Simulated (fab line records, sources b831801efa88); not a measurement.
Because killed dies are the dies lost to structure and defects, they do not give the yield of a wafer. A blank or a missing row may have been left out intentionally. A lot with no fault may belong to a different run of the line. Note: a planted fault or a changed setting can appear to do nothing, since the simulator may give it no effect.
Struck lot and sound lot, side by side | flow gf180mcu | 19 out of 602 route steps
Sound: wafers L822.1, L822.4, L822.6. Struck: wafers L818.1, L818.3, L818.4. The cause is given at the end.
Per side, at each step with rows, come the tool, then ch with its chambers, and then its first start. Under that, the readings that differ: sound wafers | struck wafers | difference of the means | sigmas: that difference in standard deviations of wafers without a fault.
alike: a reading whose means differ by less than 2 such deviations, as well as words and numbers matching on both sides. not compared: withheld readings; readings where some wafer has no value; bounds like >300 that might hide an equal value; numbers whose values overlap and for which the record gives no deviation.
The two part at a step that has a row with sigmas, a row that says differs or no value, or rows on one side only. Numbers that don't overlap but have no deviation are shown without sigmas and don't part them. Lack of a reading on every wafer of one side parts them only where that side has two or more wafers.

first, 1 step without rows for these wafers: GF_V4_CVD_00 (deposits SiO2, target thk 600 nm, time 100 s).
GF_V4_THK_MEAS_01:
  sound on filmMetro-01 at day 28 00:04; struck on filmMetro-03 at day 26 13:26
  alike: V4_CVD_00_THK
GF_V4_CVD_02: deposits SiO2 from TEOS, target thk 850 nm, time 94.851 s.
  sound on pecvd-03 ch 0,2, day 28 00:07; struck on pecvd-02 ch 0,1, day 26 13:30
  alike: heaterPowerW
GF_V4_THK_MEAS_03:
  sound on filmMetro-04 at day 28 00:11; struck on filmMetro-01 at day 26 13:34
  alike: V4_CVD_02_THK
GF_V4_CMP_04: polishes SiO2.
  sound on cmp-01 ch 1,2,3, day 28 00:15; struck on cmp-01 ch 0,1,3, day 26 13:38
  alike: edgeZonePressureFrac, motorCurrentA, timeToEndpointS
GF_V4_BOW_MEAS_05:
  sound on filmMetro-03 at day 28 00:33; struck on filmMetro-03 at day 26 13:56
  alike: V4_BOW
then, 6 steps without rows for these wafers: GF_V4_DEHYDRATE_06 (time 60 s); GF_V4_HMDS_07 (prime time 60 s); GF_V4_COAT_08; GF_V4_COAT_09 (resist thk 1000 nm); GF_V4_SOFTBAKE_10 (time 60 s); GF_V4_EXPOSE_11 (exposes mask Via4, target cd 260 nm).
GF_V4_PEB_12: peb time 90 s.
  sound on lithoTrack-02 ch 0, day 28 19:44; struck on lithoTrack-01 ch 0, day 27 10:02
  alike: exhaustPa
then, 1 step without rows for these wafers: GF_V4_DEVELOP_13 (develop time 60 s).
GF_V4_CD_MEAS_14: the cd target is 260 nm.
  sound on cdSem-02 at day 28 20:07; struck on cdSem-02 at day 27 10:23
reading   | sound             | struck            | difference | sigmas
cdNm (nm) | 261.1 259.7 259.2 | 263.9 263.2 264.9 | +4.0       | +3
GF_V4_OVL_MEAS_15:
  sound on overlay-01 at day 28 20:14; struck on overlay-01 at day 27 10:30
  alike: V4_OVL
GF_V4_ETCH_16: etches BARC in N2/H2.
  sound on rieDiel-01 ch 0,1,3, day 28 20:17; struck on rieDiel-03 ch 0,1,3, day 27 10:32
reading            | sound             | struck            | difference | sigmas
model.V4.cdNm (nm) | 260.5 259.2 258.7 | 262.6 266.2 265.1 | +5.2       | 
  alike: drypumpMotorCurrentA, oesProductAu, throttleValvePct
GF_V4_ETCH_17: etches SiO2 in C4F8/O2/Ar, stops on TiN, target depth 630 nm.
  sound on rieDiel-01 ch 0,1,3; struck on rieDiel-03 ch 0,1,3
  alike: oesProductAu
-- the record jumps here: 4 days lie between the struck wafers' starts before and after (it left off in module V4 and takes up again in module PASSIVATION, whose first step shown is number 602 of the route) --
GF_PASSIVATION_PROBE_99:
  the record has rows for the struck wafers here (prober-02, day 31 16:49) and none for the sound ones

== WHERE THEY PART ==
At GF_V4_CD_MEAS_14 first; at GF_PASSIVATION_PROBE_99 last (within this record only).

WHY: the cause the simulator had injected
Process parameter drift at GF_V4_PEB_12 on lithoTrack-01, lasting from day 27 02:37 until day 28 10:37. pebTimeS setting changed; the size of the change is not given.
